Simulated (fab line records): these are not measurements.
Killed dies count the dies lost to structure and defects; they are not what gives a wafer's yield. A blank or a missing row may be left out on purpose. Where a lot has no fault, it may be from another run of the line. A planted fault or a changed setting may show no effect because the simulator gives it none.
Chamber matching / flow gf180mcu / GF_V5_CVD_02 on pecvd-03 has 3 sister chambers
The step deposits SiO2 from TEOS, target thk 1450 nm, time 163.28 s. 6 wafers are shown with their chamber, then 9 later ones without.

## WAFERS PAIRED WITH THEIR CHAMBERS
wafer=L087.4; chamber=0; heater_power_w (W)=456
wafer=L087.5; chamber=2; heater_power_w (W)=517
wafer=L087.6; chamber=1; heater_power_w (W)=528
wafer=L088.2; chamber=0; heater_power_w (W)=521
wafer=L088.3; chamber=2; heater_power_w (W)=574
wafer=L088.5; chamber=1; heater_power_w (W)=512

## WAFERS MISSING THEIR CHAMBER
wafer=L089.2; heater_power_w (W)=598
wafer=L089.5; heater_power_w (W)=654
wafer=L089.6; heater_power_w (W)=440
wafer=L091.2; heater_power_w (W)=620
wafer=L091.5; heater_power_w (W)=638
wafer=L091.6; heater_power_w (W)=495
wafer=L096.2; heater_power_w (W)=520
wafer=L096.3; heater_power_w (W)=627
wafer=L096.4; heater_power_w (W)=571

## THE CHAMBER EACH PASSED THROUGH
wafer=L089.2; from the rows above=can't be placed: 2 or 1 or 0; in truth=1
wafer=L089.5; from the rows above=can't be placed: 2 or 1 or 0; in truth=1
wafer=L089.6; from the rows above=can't be placed: 0 or 1 or 2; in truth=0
wafer=L091.2; from the rows above=can't be placed: 2 or 1 or 0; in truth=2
wafer=L091.5; from the rows above=can't be placed: 2 or 1 or 0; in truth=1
wafer=L091.6; from the rows above=can't be placed: 0 or 1 or 2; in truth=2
wafer=L096.2; from the rows above=can't be placed: 1 or 2 or 0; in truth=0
wafer=L096.3; from the rows above=can't be placed: 2 or 1 or 0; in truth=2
wafer=L096.4; from the rows above=can't be placed: 2 or 1 or 0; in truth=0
0 of 9 placed correctly. Can't be placed from these rows: 9 (the true chamber is among the candidates in 9). Number placed wrongly: 0.
How it was worked out, from the rows above alone: a wafer's distance from a chamber is the root of the sum, over the readings, of the square of ((its reading less the chamber's mean) divided by the reading's scatter). If the next closest chamber is less than 2 further off than the closest, the wafer can't be placed; otherwise it belongs to the closest. The mean given for a chamber averages the wafers shown for that chamber. The scatter is the square root of a quotient: the sum, over the shown wafers, of each reading's squared deviation from its chamber's mean, divided by wafers minus chambers.
